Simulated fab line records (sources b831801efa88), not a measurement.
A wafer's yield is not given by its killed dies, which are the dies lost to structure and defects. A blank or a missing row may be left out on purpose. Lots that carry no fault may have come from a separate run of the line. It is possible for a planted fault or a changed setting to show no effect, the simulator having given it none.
Chamber matching | flow gf180mcu | 4 sister chambers for GF_V3_CMP_26 on cmp-01
The step polishes, stops on SiO2, t overpolish 15 s, target thk 0 nm. 36 wafers are shown with their chamber, then 12 later ones without.

== WAFERS WITH THEIR CHAMBER ==
wafer  | chamber | motor-current-A (A) | time-to-endpoint-s (s) | overpolish-run-s (s)
L075.1 | 0       | 9.7                 | 90                     | 14.987
L075.5 | 1       | 9.7                 | 91                     | 14.997
L075.6 | 0       | 10.0                | 88                     | 15.008
L076.3 | 0       | 9.9                 | 88                     | 14.995
L076.5 | 1       | 10.0                | 88                     | 15.013
L076.6 | 2       | 13.2                | 86                     | 15.006
L077.2 | 2       | 12.9                | 90                     | 14.997
L077.3 | 1       | 9.3                 | 92                     | 15.009
L077.4 | 0       | 10.1                | 90                     | 15.003
L079.2 | 2       | 12.3                | 88                     | 15.003
L079.4 | 1       | 9.6                 | 88                     | 15.000
L079.6 | 2       | 12.6                | 87                     | 14.996
L080.2 | 2       | 12.3                | 87                     | 14.998
L080.3 | 1       | 9.5                 | 84                     | 15.001
L080.4 | 3       | 12.7                | 95                     | 15.001
L081.2 | 0       | 10.0                | 92                     | 14.988
L081.3 | 1       | 9.5                 | 88                     | 15.012
L081.4 | 3       | 13.3                | 93                     | 15.011
L084.3 | 1       | 10.2                | 90                     | 15.010
L084.5 | 1       | 9.3                 | 88                     | 14.984
L084.6 | 0       | 10.1                | 88                     | 15.000
L085.1 | 3       | 12.6                | 91                     | 14.989
L085.2 | 2       | 12.7                | 86                     | 14.997
L085.5 | 2       | 12.8                | 81                     | 14.998
L086.4 | 3       | 13.2                | 94                     | 14.996
L086.5 | 1       | 9.4                 | 91                     | 15.009
L086.6 | 0       | 10.1                | 90                     | 14.998
L087.1 | 0       | 10.4                | 84                     | 15.001
L087.2 | 3       | 13.3                | 90                     | 15.008
L087.4 | 1       | 9.3                 | 88                     | 15.006
L089.2 | 2       | 12.8                | 92                     | 14.998
L089.4 | 1       | 9.6                 | 91                     | 15.001
L089.6 | 2       | 11.7                | 87                     | 15.001
L088.2 | 3       | 12.3                | 98                     | 14.995
L088.3 | 2       | 12.5                | 88                     | 15.000
L088.5 | 2       | 13.0                | 92                     | 15.004

SIGNATURES, as means of the wafers listed above
reading            | chamber 0 | chamber 1 | chamber 2 | chamber 3 | scatter within a chamber
motor-current-A    | 10.037    | 9.582     | 12.618    | 12.900    | 0.341
time-to-endpoint-s | 88.75     | 89.00     | 87.64     | 93.50     | 2.67
overpolish-run-s   | 14.99750  | 15.00382  | 14.99982  | 15.00000  | 0.00694
Rule: distance of a wafer from a chamber = root of the sum over the readings of ((wafer's reading minus chamber's mean) / reading's scatter) squared. The wafer belongs to the nearest chamber; if the next one is less than 2 further off, it can't be placed. The scatter: take each reading less its chamber's mean, square it, sum over the shown wafers, divide by the number of wafers less the number of chambers, and take the root.

== WAFERS MISSING THEIR CHAMBER ==
wafer  | motor-current-A (A) | time-to-endpoint-s (s) | overpolish-run-s (s)
L093.2 | 11.9                | 90                     | 14.994
L093.3 | 10.1                | 92                     | 15.020
L093.6 | 10.4                | 93                     | 15.018
L095.1 | 9.9                 | 90                     | 15.001
L095.4 | 9.4                 | 92                     | 15.002
L095.5 | 9.9                 | 86                     | 15.003
L097.1 | 10.5                | 88                     | 15.012
L097.5 | 9.6                 | 84                     | 15.007
L097.6 | 13.2                | 84                     | 14.985
L096.1 | 9.7                 | 87                     | 14.986
L096.2 | 12.4                | 94                     | 15.005
L096.6 | 12.8                | 94                     | 15.014

== EACH ONE'S CHAMBER ==
wafer  | from the rows above     | in truth
L093.2 | can't be placed: 2 or 3 | 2
L093.3 | can't be placed: 1 or 0 | 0
L093.6 | can't be placed: 1 or 0 | 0
L095.1 | can't be placed: 0 or 1 | 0
L095.4 | can't be placed: 1 or 0 | 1
L095.5 | can't be placed: 0 or 1 | 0
L097.1 | can't be placed: 0 or 1 | 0
L097.5 | can't be placed: 1 or 0 | 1
L097.6 | can't be placed: 2 or 3 | 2
L096.1 | can't be placed: 0 or 1 | 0
L096.2 | can't be placed: 3 or 2 | 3
L096.6 | can't be placed: 3 or 2 | 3
Correct placement for 0 of the 12. Cannot be placed on the basis of these rows: 12; the candidates contain the true chamber in 12. Wrongly placed: 0.
